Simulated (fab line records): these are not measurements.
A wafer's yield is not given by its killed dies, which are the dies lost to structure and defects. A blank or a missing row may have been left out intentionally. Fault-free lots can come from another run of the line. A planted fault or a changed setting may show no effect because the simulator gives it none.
A struck lot beside a sound one + flow sky130 + 35 out of 708 route steps
Sound: wafers L573.1, L573.2, L573.5. Struck: wafers L561.2, L561.6. (L561.5 of the same lot was not struck and is left out.) The cause comes at the end.
For every step that has rows: the tool of each side, followed by ch and its chambers, followed by its first start. Under that, the readings that differ: sound wafers + struck wafers + difference of the means + sigmas: that difference in standard deviations of wafers without a fault.
alike: words and numbers the same on both sides, and readings whose means are apart by under 2 such deviations; not compared: readings that were withheld, readings missing a value for some wafer, numbers with overlapping values and no deviation given by the record, and bounds like >300 which may hide the same value.
Wherever a step has rows on one side only, a row that says differs or no value, or a row with sigmas, the two part there. Numbers that don't overlap but have no deviation are shown without sigmas and don't part them. Lack of a reading on every wafer of one side parts them only where that side has two or more wafers.

first, 9 steps without rows for these wafers: SKY_METAL3_DESCUM_15 (chemistry O2, time 8 s); SKY_METAL3_ETCH_16 (etches BARC in N2/H2, stops on SiO2, time 88.2 s, target depth 60 nm); SKY_METAL3_ETCH_17 (etches SiO2 in C4F8/O2/Ar, stops on TiN, time 3.9 s, target depth 15 nm); SKY_METAL3_METAL_ETCH_18 (etches the open film in Cl2/BCl3, stops on SiO2, target depth 845 nm, time 183.1 s); SKY_METAL3_STRIP_19 (strips in O2/N2); SKY_METAL3_STRIP_20 (strips in post etch residue remover, time 1200 s); SKY_METAL3_CLEAN_21 (cleans in IPA, time 180 s); SKY_METAL3_CLEAN_22 (cleans in O3/DIW); SKY_VIA3_HDPCVD_00 (deposits SiO2, target thk 1635 nm, time 272.5 s).
SKY_VIA3_CMP_02: polishes SiO2.
  sound on cmp-02 ch 0,1,2, day 43 09:11; struck on cmp-02 ch 0,1, day 40 04:50
| reading                                 | sound             | struck      | difference | sigmas |
|-----------------------------------------|-------------------|-------------|------------|--------|
| model.SiO2_of_VIA3_HDPCVD_00.thkNm (nm) | 464.2 467.6 464.8 | 419.5 417.3 | -47.1      |        |
  alike: motorCurrentA, platenRpm
SKY_VIA3_BOW_MEAS_03:
  sound: filmMetro-03 at day 43 09:23; struck: filmMetro-03 at day 40 05:18
| reading       | sound    | struck | difference                    | sigmas |
|---------------|----------|--------|-------------------------------|--------|
| VIA3_BOW (um) | 76 76 82 | - -    | no value on the struck wafers |        |
  not compared: hold
then, 8 steps without rows for these wafers: SKY_VIA3_HMDS_05 (prime time 60 s); SKY_VIA3_COAT_06 (resist thk 60 nm); SKY_VIA3_COAT_07 (resist thk 450 nm); SKY_VIA3_SOFTBAKE_08 (time 90 s); SKY_VIA3_EXPOSE_09 (exposes mask VIM3, target cd 200 nm); SKY_VIA3_PEB_10; SKY_VIA3_DEVELOP_11 (develop time 60 s); SKY_VIA3_ETCH_14 (etches BARC in N2/H2, stops on SiO2, time 45.9 s, target depth 60 nm).
SKY_VIA3_ETCH_15: etches SiO2 in C4F8/O2/Ar, stops on TiN, target depth 507 nm, time 78 s.
  sound on rieDiel-03 ch 0,2,3, day 44 07:55; struck on rieDiel-01 ch 1, day 41 05:15
| reading                        | sound             | struck      | difference | sigmas |
|--------------------------------|-------------------|-------------|------------|--------|
| oesProductAu (a.u.)            | 0.946 0.950 0.943 | 0.888 0.889 | -0.058     | -11    |
| model.etch.depthNm (nm)        | 464.2 467.6 464.8 | 419.5 417.3 | -47.1      |        |
| model.VIA3.featureDepthNm (nm) | 464.2 467.6 464.8 | 419.5 417.3 | -47.1      |        |
  not compared: rfHoursCounterH
then, 13 steps without rows for these wafers: SKY_VIA3_STRIP_16 (strips in O2/N2); SKY_VIA3_STRIP_17 (strips in post etch residue remover, time 1200 s); SKY_VIA3_CLEAN_18 (cleans in IPA, time 180 s); SKY_VIA3_CLEAN_19 (cleans in O3/DIW); SKY_VIA3_SPUTTER_20 (material TiN, target thk 20 nm, time 80 s); SKY_VIA3_CVD_21 (deposits W, target thk 390 nm, time 117.31 s); SKY_VIA3_CMP_24 (polishes, stops on SiO2, t overpolish 20 s, target thk 0 nm); SKY_METAL4_SPUTTER_00 (material Ti, target thk 15 nm, time 10 s); SKY_METAL4_SPUTTER_01 (material TiN, target thk 20 nm, time 16.7 s); SKY_METAL4_SPUTTER_02 (material AlCu, target thk 735 nm, time 39.1 s); SKY_METAL4_SPUTTER_03 (material Ti, target thk 5 nm, time 3.3 s); SKY_METAL4_SPUTTER_04 (material TiN, target thk 70 nm, time 58.3 s); SKY_CAP2M_CVD_00 (deposits SiO2, target thk 15.5 nm).
-- the record jumps here: 2 days lie between the struck wafers' starts before and after (it left off in module CAP2M and takes up again in module METAL4, whose first step shown is number 598 of the route) --
SKY_METAL4_METAL_ETCH_18: etches the open film in Cl2/BCl3, stops on SiO2, target depth 845 nm, time 183.1 s.
  sound on rieMetal-04 ch 0,1, day 46 05:01; struck on rieMetal-02 ch 1, day 43 06:44
| reading                                 | sound             | struck      | difference | sigmas |
|-----------------------------------------|-------------------|-------------|------------|--------|
| model.SiO2_of_VIA3_HDPCVD_00.thkNm (nm) | 434.5 438.1 435.3 | 390.1 387.9 | -47.0      |        |
  alike: drypumpMotorCurrentA, oesProductAu, throttleValvePct
  not compared: rfHoursCounterH
-- the record jumps here: 4 days lie between the struck wafers' starts before and after (it left off in module METAL4 and takes up again in module PAD_OPEN, whose first step shown is number 708 of the route) --
SKY_PAD_OPEN_PROBE_99:
  rows exist in the record for the struck wafers here (prober-01, day 47 00:46), but not for the sound ones

## WHERE THEY PART
First at SKY_VIA3_BOW_MEAS_03; last, within this record, at SKY_PAD_OPEN_PROBE_99.

WHY: what the simulator had put in
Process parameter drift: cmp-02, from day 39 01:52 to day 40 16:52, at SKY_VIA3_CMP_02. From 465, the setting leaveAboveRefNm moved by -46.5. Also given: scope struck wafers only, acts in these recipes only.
